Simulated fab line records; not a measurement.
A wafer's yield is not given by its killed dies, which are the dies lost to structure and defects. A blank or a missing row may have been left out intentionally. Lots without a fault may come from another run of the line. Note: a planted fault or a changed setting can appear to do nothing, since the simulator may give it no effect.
fab line records ; flow sky130
record lots=7; wafers=21; last_day=49
route steps=708 shown RES_XHIGH@360 SALICIDE@361 LI_CONTACT@362
lots that met no fault: from a run of the same line without faults
start_h: start of the lot's first displayed wafer, in hours after the record's first day ; wait_h: hours elapsed since this lot's preceding step ; " the same as in the row above ; L1.1+2: a row that stands for several wafers ; - no value present, or no start provided ; * or withheld: withheld ; < > ~ a bound
route shown NAME@n: a module of which the file shows steps, and the number in the route of the first ; usual: the fault-free wafers' mean and standard deviation ; same: alike in all rows ; chamber/n: place in a boat ; sites: readings site by site ; _std_site: the standard deviation of these ; _edge_site: the outer-site mean with the inner-site mean subtracted ; radius_mm: how far each site lies from the wafer's centre ; mask NAME#n: copy n ; behind: tool/chamber where the wafer was last shaped ; hold: why the lot went on hold/how many hours it stayed there/how the hold came to an end ; device: transistor that didn't switch, given as n, p or np ; end of line: the tests these same wafers got at the end of their route ; a step with no rows: only its recipe ; killed: count of dies lost to structure and defects at first sort (not the wafer's yield) ; map: dies across one wafer; x = killed, . = not, _ = none there
set.NAME: the setting that was run; set.NAME@STEP: the one run at that earlier step ; model.NAME: the simulator's own value behind a step, which no gauge read
lots seen at some steps along the route; tables by step, rows by wafer
services: the hour from which a tool's chamber was out of use, counted from the record's first day as start_h (under 0 if before that day), plus the number of hours and why
## steps
# step SKY_SD_N_RS_MEAS_18
# recipe thk_meas_gauge=four-point-probe
# usual RES_XHIGH_RS=333.5/1.1
lot.wafer;tool;chamber;start_h;wait_h;RES_XHIGH_RS[ohm/sq]
L258.3;film_metro-02;-;659.75;0.1;333.5
L258.4;film_metro-02;-;659.75;0.1;335.6
L258.6;film_metro-02;-;659.75;0.1;334.7
L259.1;film_metro-04;-;674.01;0.1;332.4
L259.2;film_metro-04;-;674.01;0.1;333.9
L259.3;film_metro-04;-;674.01;0.1;333.3
L260.1;film_metro-01;-;705.89;0.1;334.1
L260.2;film_metro-01;-;705.89;0.1;333.8
L260.5;film_metro-01;-;705.89;0.1;333.1
L261.1;film_metro-04;-;706.85;0.1;334.8
L261.2;film_metro-04;-;706.85;0.1;335.1
L261.3;film_metro-04;-;706.85;0.1;333.8
L263.1;film_metro-02;-;708.04;0.1;335.4
L263.2;film_metro-02;-;708.04;0.1;335.1
L263.4;film_metro-02;-;708.04;0.1;333.6
L270.1;film_metro-04;-;758.71;0.1;333.8
L270.4;film_metro-04;-;758.71;0.1;333.2
L270.5;film_metro-04;-;758.71;0.1;333.5
L276.4;film_metro-04;-;806.45;0.1;333.1
L276.5;film_metro-04;-;806.45;0.1;333.1
L276.6;film_metro-04;-;806.45;0.1;332.8
# step SKY_SALICIDE_CLEAN_00
# recipe chemistry=HF-last; time_s=30; dilution=100:1; dry=ipa_marangoni
# step SKY_LI_CONTACT_HDPCVD_00
# recipe material=PSG; target_thk_nm=930; sigma_open_frac=0.3; time_s=155; temp_c=600; sih4_flow_sccm=60.85; pressure_mtorr=6
# step SKY_LI_CONTACT_THK_MEAS_01
# recipe reads=PSG_of_LI_CONTACT_HDPCVD_00
# usual LI_CONTACT_HDPCVD_THK=943/8.9
lot.wafer;tool;chamber;start_h;wait_h;LI_CONTACT_HDPCVD_THK[nm]
L258.3;film_metro-01;-;659.97;0.1;961
L258.4;film_metro-01;-;659.97;0.1;962
L258.6;film_metro-01;-;659.97;0.1;969
L259.1;film_metro-01;-;674.25;0.1;948
L259.2;film_metro-01;-;674.25;0.1;951
L259.3;film_metro-01;-;674.25;0.1;940
L260.1;film_metro-04;-;706.13;0.1;927
L260.2;film_metro-04;-;706.13;0.1;955
L260.5;film_metro-04;-;706.13;0.1;935
L261.1;film_metro-01;-;707.09;0.1;942
L261.2;film_metro-01;-;707.09;0.1;944
L261.3;film_metro-01;-;707.09;0.1;932
L263.1;film_metro-01;-;708.28;0.1;929
L263.2;film_metro-01;-;708.28;0.1;926
L263.4;film_metro-01;-;708.28;0.1;939
L270.1;film_metro-02;-;758.95;0.1;946
L270.4;film_metro-02;-;758.95;0.1;940
L270.5;film_metro-02;-;758.95;0.1;938
L276.4;film_metro-01;-;806.66;0.0;940
L276.5;film_metro-01;-;806.66;0.0;935
L276.6;film_metro-01;-;806.66;0.0;946
# step SKY_LI_CONTACT_CMP_02
# recipe material=PSG; down_force_psi=4; platen_rpm=60; pad_velocity_m_s=0.94248
# usual motor_current_A=12.9/1; time_to_endpoint_s=33.8/2.2
lot.wafer;tool;chamber;start_h;wait_h;motor_current_A;time_to_endpoint_s
L258.4;cmp-02;0;660.01;0.0;13.0;34.9
L258.3;cmp-02;3;660.01;0.0;13.4;36.4
L258.6;cmp-02;1;660.01;0.0;11.2;35.7
L259.2;cmp-02;0;674.31;0.0;13.2;37.9
L259.1;cmp-02;2;674.31;0.0;12.9;37.5
L259.3;cmp-02;3;674.31;0.0;12.9;37.3
L260.2;cmp-02;1;706.29;0.1;11.6;37.8
L260.1;cmp-02;2;706.29;0.1;11.9;35.2
L260.5;cmp-02;0;706.29;0.1;13.7;36.5
L261.1;cmp-01;0;707.15;0.1;14.4;32.3
L261.3;cmp-01;2;707.15;0.1;13.5;32.8
L261.2;cmp-01;3;707.15;0.1;13.0;33.4
L263.2;cmp-02;1;708.34;0.0;11.4;31.9
L263.4;cmp-02;2;708.34;0.0;12.5;34.0
L263.1;cmp-02;0;708.34;0.0;13.9;33.2
L270.1;cmp-02;3;759.06;0.1;13.3;37.8
L270.4;cmp-02;0;759.06;0.1;13.7;34.9
L270.5;cmp-02;2;759.06;0.1;12.2;34.6
L276.4;cmp-02;0;806.79;0.1;13.0;35.8
L276.5;cmp-02;2;806.79;0.1;12.3;33.2
L276.6;cmp-02;3;806.79;0.1;13.0;35.1
# step SKY_LI_CONTACT_BOW_MEAS_03
# recipe mode=bow
# usual LI_CONTACT_BOW=55/7.2
lot.wafer;tool;chamber;start_h;wait_h;LI_CONTACT_BOW[um]
L258.3;film_metro-02;-;660.35;0.1;47
L258.4;film_metro-02;-;660.35;0.1;61
L258.6;film_metro-02;-;660.35;0.1;45
L259.1;film_metro-01;-;674.61;0.1;65
L259.2;film_metro-01;-;674.61;0.1;53
L259.3;film_metro-01;-;674.61;0.1;50
L260.1;film_metro-01;-;706.52;0.1;59
L260.2;film_metro-01;-;706.52;0.1;65
L260.5;film_metro-01;-;706.52;0.1;58
L261.1;film_metro-04;-;707.45;0.2;45
L261.2;film_metro-04;-;707.45;0.2;57
L261.3;film_metro-04;-;707.45;0.2;60
L263.1;film_metro-02;-;708.64;0.1;48
L263.2;film_metro-02;-;708.64;0.1;50
L263.4;film_metro-02;-;708.64;0.1;56
L270.1;film_metro-04;-;759.31;0.2;50
L270.4;film_metro-04;-;759.31;0.2;45
L270.5;film_metro-04;-;759.31;0.2;44
L276.4;film_metro-04;-;807.05;0.2;51
L276.5;film_metro-04;-;807.05;0.2;59
L276.6;film_metro-04;-;807.05;0.2;59
# step SKY_LI_CONTACT_DEHYDRATE_04
# recipe temp_c=200; time_s=60
# step SKY_LI_CONTACT_HMDS_05
# recipe prime_time_s=60; prime_temp_c=120
# step SKY_LI_CONTACT_COAT_06
# recipe resist=BARC; temp_c=withheld; time_s=withheld; spin_rpm=3000; resist_thk_nm=60
# step SKY_LI_CONTACT_COAT_07
# recipe resist=KrF-thick; spin_rpm=3000; resist_thk_nm=450
# step SKY_LI_CONTACT_SOFTBAKE_08
# recipe temp_c=100; time_s=90; resist=KrF-thick
# step SKY_LI_CONTACT_EXPOSE_09
# recipe mask_id=LICM1; na=0.8; source_shape=annular; sigma_inner=0.55; sigma_outer=0.85; target_cd_nm=170; dose_mj=38
# step SKY_LI_CONTACT_PEB_10
# recipe peb_temp_c=withheld; peb_time_s=withheld; resist=KrF-thick
# usual chill_plate_temp_C=*; exhaust_pa=45.2/0.97
lot.wafer;tool;chamber;start_h;wait_h;chill_plate_temp_C;exhaust_pa
L258.3;litho_track-01;-;688;-;-;-
L258.4;litho_track-01;-;688;-;-;-
L258.6;litho_track-01;-;688;-;-;-
L259.1;litho_track-01;-;702;-;-;-
L259.2;litho_track-01;-;702;-;-;-
L259.3;litho_track-01;-;702;-;-;-
L260.1;litho_track-03;-;734;-;-;-
L260.2;litho_track-03;-;734;-;-;-
L260.5;litho_track-03;-;734;-;-;-
L261.1;litho_track-03;0;735;-;*;47.3
L261.2;litho_track-03;0;735;-;*;47.1
L261.3;litho_track-03;0;735;-;*;46.7
L263.1;litho_track-02;0;736;-;*;44.7
L263.2;litho_track-02;0;736;-;*;45.0
L263.4;litho_track-02;0;736;-;*;44.0
L270.1;litho_track-02;0;785;-;*;45.9
L270.4;litho_track-02;0;785;-;*;45.5
L270.5;litho_track-02;0;785;-;*;46.9
L276.4;litho_track-01;0;833;-;*;45.6
L276.5;litho_track-01;0;833;-;*;46.2
L276.6;litho_track-01;0;833;-;*;44.7
# step SKY_LI_CONTACT_DEVELOP_11
# recipe develop_time_s=60; resist=KrF-thick; dev_temp_c=21
## services
tool;chamber;start_h;hours;kind
cmp-01;-;677.99;2.2;repair
cmp-02;-;692.23;0.9;repair
cmp-01;-;703.26;1.1;repair
cmp-01;-;744.30;4.0;pm
cmp-01;-;748.30;-;consumable_replace:conditioner
cmp-01;-;748.30;-;consumable_replace:pad
## key
first_sign step=SKY_LI_CONTACT_PEB_10; reading=tool_record; direction=missing
effect none on later readings
met_at SKY_LI_CONTACT_PEB_10
struck_wafers L258.3,L258.4,L258.6,L259.1,L259.2,L259.3,L260.1,L260.2,L260.5
later_rows_left_out L258.3,L258.4,L258.6,L259.1,L259.2,L259.3,L260.1,L260.2,L260.5
sort_left_out L258.3,L258.4,L258.6,L259.1,L259.2,L259.3,L260.1,L260.2,L260.5
tester_left_out L258,L259,L260
fault kind=skipped_step_whole; tool=litho_track-01,litho_track-03; chamber=-; onset_h=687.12; steps=SKY_LI_CONTACT_PEB_10; scope=struck_lots_only
# tester_left_out: of these lots the tester's yield and bins aren't shown, on N5 and GAA mostly nor the transistor test; their killed dies are dies lost to structure and defects alone, not to doping, threshold or leakage, so they don't give the yield
# sort_left_out: the simulated sort isn't trusted on such a fault, so these wafers' sort isn't shown, and their yield isn't known
# later_rows_left_out: the simulator's readings of these wafers behind a module that went badly wrong aren't trusted and aren't shown, but for the sort
